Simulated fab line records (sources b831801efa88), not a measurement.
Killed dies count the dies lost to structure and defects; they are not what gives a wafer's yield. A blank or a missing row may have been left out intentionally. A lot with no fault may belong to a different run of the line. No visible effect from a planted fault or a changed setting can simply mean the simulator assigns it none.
Matching of chambers :: flow gf180mcu :: 4 sister chambers for GF_V4_CMP_26 on cmp-01
The step polishes, stops on SiO2, t overpolish 15 s, target thk 0 nm. 4 wafers are shown with their chamber, then 7 later ones without.

WAFERS WITH THEIR CHAMBER
wafer: L686.1
chamber: 3
motor current A (A): 11.4

wafer: L689.3
chamber: 0
motor current A (A): 10.6

wafer: L689.4
chamber: 1
motor current A (A): 10.0

wafer: L689.5
chamber: 2
motor current A (A): 12.4

WAFERS MISSING THEIR CHAMBER
wafer: L691.1
motor current A (A): 11.7

wafer: L691.4
motor current A (A): 10.0

wafer: L691.6
motor current A (A): 11.3

wafer: L698.6
motor current A (A): 9.7

wafer: L699.4
motor current A (A): 11.3

wafer: L700.1
motor current A (A): 11.8

wafer: L700.6
motor current A (A): 12.2

WHICH CHAMBER EACH ONE RAN IN
wafer: L691.1
from the rows above: can't be placed: 3 or 2
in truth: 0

wafer: L691.4
from the rows above: 1
in truth: 1

wafer: L691.6
from the rows above: 3
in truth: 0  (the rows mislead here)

wafer: L698.6
from the rows above: 1
in truth: 1

wafer: L699.4
from the rows above: 3
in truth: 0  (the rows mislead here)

wafer: L700.1
from the rows above: can't be placed: 3 or 2
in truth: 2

wafer: L700.6
from the rows above: 2
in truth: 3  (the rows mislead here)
Correctly placed: 2 of 7. Not placeable from these rows: 2 (in 1, the candidates include the true chamber). Number placed wrongly: 3.
How it was worked out, from the rows above alone: a wafer's distance from a chamber is the root of the sum, over the readings, of the square of ((its reading less the chamber's mean) divided by the reading's scatter). The wafer belongs to the nearest chamber; if the next one is less than 2 further off, it can't be placed. The mean given for a chamber averages the wafers shown for that chamber. The scatter: root of mean squared gap, hidden wafer to nearest shown wafer, with one shown wafer a chamber.
